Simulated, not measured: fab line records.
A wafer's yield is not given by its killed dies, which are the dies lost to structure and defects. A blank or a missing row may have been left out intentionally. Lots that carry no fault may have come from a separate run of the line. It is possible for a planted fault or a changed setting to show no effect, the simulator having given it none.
What tool caused it? + flow sky130 + 11 lots with 33 wafers sampled at 4 steps, on a route of 708 steps

WHAT THE GAUGES READ, wafer by wafer
SKY_VIA2_CD_MEAS_12 targets a cd of 200 nm.
| lot  | measured     | on        | cd_nm (nm)                          |
|------|--------------|-----------|-------------------------------------|
| L284 | day 36 15:06 | cd_sem-01 | 200.5 198.7 200.1                   |
| L293 | day 39 09:10 | cd_sem-01 | 200.7 201.2 201.8                   |
| L294 | day 39 18:13 | cd_sem-01 | 187.2 193.4 199.8 187.4 193.5 200.0 |
| L296 | day 39 21:37 | cd_sem-01 | 198.5 187.8 183.5 198.2 187.6 183.1 |
| L298 | day 40 15:11 | cd_sem-02 | 198.2 197.5 198.6                   |
| L300 | day 41 09:10 | cd_sem-02 | 198.6 199.1 199.1                   |
| L302 | day 41 19:02 | cd_sem-01 | 202.6 204.0 204.2                   |
| L303 | day 42 11:07 | cd_sem-01 | 201.7 201.2 201.3                   |
| L304 | day 42 12:24 | cd_sem-02 | 200.5 201.9 200.3                   |
| L305 | day 42 14:42 | cd_sem-02 | 202.0 200.9 200.6                   |
| L307 | day 43 10:22 | cd_sem-02 | 199.1 199.4 200.1                   |

SKY_CAPM_RS_MEAS_03: measurement is done with a four-point probe.
| lot  | measured     | on            | CAPM_TIN_RS (ohm/sq) |
|------|--------------|---------------|----------------------|
| L284 | day 36 16:59 | film_metro-01 | 7.05 7.09 7.07       |
| L293 | day 39 11:02 | film_metro-01 | 7.08 7.00 7.11       |
| L294 | day 39 23:42 | film_metro-02 | 6.94 6.90 7.01       |
| L296 | day 40 09:30 | film_metro-04 | 6.94 6.87 6.91       |
| L298 | day 40 17:03 | film_metro-01 | 7.00 7.05 7.04       |
| L300 | day 41 11:02 | film_metro-01 | 6.92 6.86 6.85       |
| L302 | day 41 20:56 | film_metro-04 | 7.02 7.00 6.94       |
| L303 | day 42 13:00 | film_metro-04 | 6.97 6.90 6.92       |
| L304 | day 42 14:17 | film_metro-01 | 6.98 7.00 6.94       |
| L305 | day 42 16:35 | film_metro-04 | 6.87 6.94 6.91       |
| L307 | day 43 12:14 | film_metro-01 | 6.93 6.89 6.95       |

SKY_CAPM_THK_MEAS_04: measures by xrf.
| lot  | measured     | on            | CAPM_TIN_THK (nm) |
|------|--------------|---------------|-------------------|
| L284 | day 36 17:06 | film_metro-01 | 197.1 198.1 197.6 |
| L293 | day 39 11:08 | film_metro-01 | 196.8 198.7 196.0 |
| L294 | day 39 23:49 | film_metro-02 | 201.3 202.6 200.3 |
| L296 | day 40 09:37 | film_metro-04 | 200.7 203.1 201.3 |
| L298 | day 40 17:09 | film_metro-01 | 199.8 198.3 198.6 |
| L300 | day 41 11:08 | film_metro-01 | 201.6 202.1 203.2 |
| L302 | day 41 21:04 | film_metro-04 | 197.9 198.6 200.3 |
| L303 | day 42 13:07 | film_metro-04 | 200.4 202.0 201.9 |
| L304 | day 42 14:23 | film_metro-01 | 200.6 200.7 200.7 |
| L305 | day 42 16:42 | film_metro-04 | 202.6 201.4 202.5 |
| L307 | day 43 12:22 | film_metro-01 | 201.6 203.3 200.6 |

WHAT TOOL EACH LOT RAN ON (gives the tool, then ch and the chambers of the sampled wafers, and finally the start)
| lot  | SKY_VIA2_EXPOSE_09                |
|------|-----------------------------------|
| L284 | krf_scanner-01 ch 0, day 36 01:37 |
| L293 | krf_scanner-02 ch 0, day 38 22:08 |
| L294 | krf_scanner-01 ch 0, day 39 05:22 |
| L296 | krf_scanner-01 ch 0, day 39 08:41 |
| L298 | krf_scanner-02 ch 0, day 40 03:34 |
| L300 | krf_scanner-02 ch 0, day 40 21:42 |
| L302 | krf_scanner-02 ch 0, day 41 06:46 |
| L303 | krf_scanner-01 ch 0, day 42 00:11 |
| L304 | krf_scanner-02 ch 0, day 42 01:17 |
| L305 | krf_scanner-01 ch 0, day 42 03:16 |
| L307 | krf_scanner-02 ch 0, day 43 00:19 |
- SKY_VIA2_EXPOSE_09: exposes mask VIM2, target cd 200 nm.

WHAT THE TOOLS THEMSELVES READ (means of the sampled wafers that have a number; where no wafer has one, the mark that the record gives instead)
SKY_VIA2_EXPOSE_09.
| lot  | tool           | exposure_dose_mJ_cm2 |
|------|----------------|----------------------|
| L284 | krf_scanner-01 | 38.00                |
| L293 | krf_scanner-02 | 38.05                |
| L294 | krf_scanner-01 | 38.48                |
| L296 | krf_scanner-01 | 38.52                |
| L298 | krf_scanner-02 | 38.08                |
| L300 | krf_scanner-02 | 37.99                |
| L302 | krf_scanner-02 | 38.09                |
| L303 | krf_scanner-01 | 37.98                |
| L304 | krf_scanner-02 | 38.02                |
| L305 | krf_scanner-01 | 37.98                |
| L307 | krf_scanner-02 | 38.05                |

THE ANSWER, worked out from the rows above alone
Rule: usual is defined by the lots themselves. The widest of any qualifying gaps counts: lots, ordered by their means at a reading, are off when they make up no more than a third of the lots, leave a main group of 4 or more, and stand apart from it by 3 or more times the standard deviation of that group's means. If all means in a main group match to the digits the tables above print for the reading, that group is not used. Also off: a lot with no number at a reading for which 4 or more lots have one. Any other lot the step has rows for is counted as sound. Order of review: gauges by route order, followed by the tools' own readings, for which a lot's mean as printed above is used. The first step at which some lot is off is used, and at that step the reading that is off furthest; a lot without a number counts as furthest.
Off at SKY_VIA2_EXPOSE_09 (exposure_dose_mJ_cm2): L294, L296. The main group has a mean of 38.03 with a standard deviation of 0.04.
A tool fits if, at that step or a process step before it, it ran every lot that is off, and no sound lot after the first of them. Not one of the candidates tried fits.

WHAT THE SIMULATOR HAD INSERTED
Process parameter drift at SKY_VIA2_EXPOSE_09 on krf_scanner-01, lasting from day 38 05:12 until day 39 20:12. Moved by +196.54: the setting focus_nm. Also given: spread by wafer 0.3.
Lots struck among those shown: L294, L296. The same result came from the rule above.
